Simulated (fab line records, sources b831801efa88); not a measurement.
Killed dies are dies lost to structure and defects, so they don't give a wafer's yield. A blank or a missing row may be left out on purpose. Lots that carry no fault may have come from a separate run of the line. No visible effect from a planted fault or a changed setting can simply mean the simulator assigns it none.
2 desks, one fault | flow gf180mcu | every desk sees just its own numbers, and what lay behind them comes last

FOR THE TOOL OWNER'S DESK: pvd_sputter-02
The tool's own readings at GF_M2_SPUTTER_00 (material Ti, target thk 37.5 nm, time 150 s): means of the sampled wafers that have a number, for each lot that ran on this tool. The brackets show how far a lot's mean lies from the usual mean; more than 4 standard deviations puts the lot out of limits, marked OUT.
Columns: A = cathode_dc_power_W at GF_M2_SPUTTER_00, usual 4000.0 W; B = throttle_valve_pct at GF_M2_SPUTTER_00, usual 30.1 %
lot  | first seen here | A      | B
L986 | day 19 18:43    | 3999.4 | 28.8
L991 | day 21 09:29    | 3999.4 | 30.4
L992 | day 21 23:57    | 3999.7 | 29.6
L101 | day 25 03:29    | 4000.0 | 30.3
This desk's finding: nothing out of limits on any of the 4 lots.

AT THE METROLOGY DESK
Means of the sampled wafers that have a number, per lot and without regard to the tool the lot ran on: this is what the gauges read. The brackets show how far a lot's mean lies from the usual mean; more than 4 standard deviations puts the lot out of limits, marked OUT.
Columns: A = V1_OVL at GF_V1_OVL_MEAS_15, usual 3 nm; B = V1_W_RS at GF_V1_RS_MEAS_24, usual 0.326 ohm/sq; C = V1_W_THK at GF_V1_THK_MEAS_25, usual 354 nm
lot  | first seen here | A  | B     | C
L986 | day 19 17:15    | 8  | 0.329 | 348
L990 | day 21 07:45    | 3  | 0.321 | 359
L991 | day 21 08:05    | 1  | 0.322 | 364
L992 | day 21 22:31    | 8  | 0.327 | 357
L101 | day 25 02:06    | 10 | 0.328 | 356
L102 | day 25 20:56    | -7 | 0.332 | 349
This desk's finding: nothing out of limits on any of the 6 lots.

BROUGHT TOGETHER
Nothing out of limits was seen by the tool owner's desk.
Metrology desk: nothing out of limits seen.

WHAT HAD BEEN PUT IN BY THE SIMULATOR
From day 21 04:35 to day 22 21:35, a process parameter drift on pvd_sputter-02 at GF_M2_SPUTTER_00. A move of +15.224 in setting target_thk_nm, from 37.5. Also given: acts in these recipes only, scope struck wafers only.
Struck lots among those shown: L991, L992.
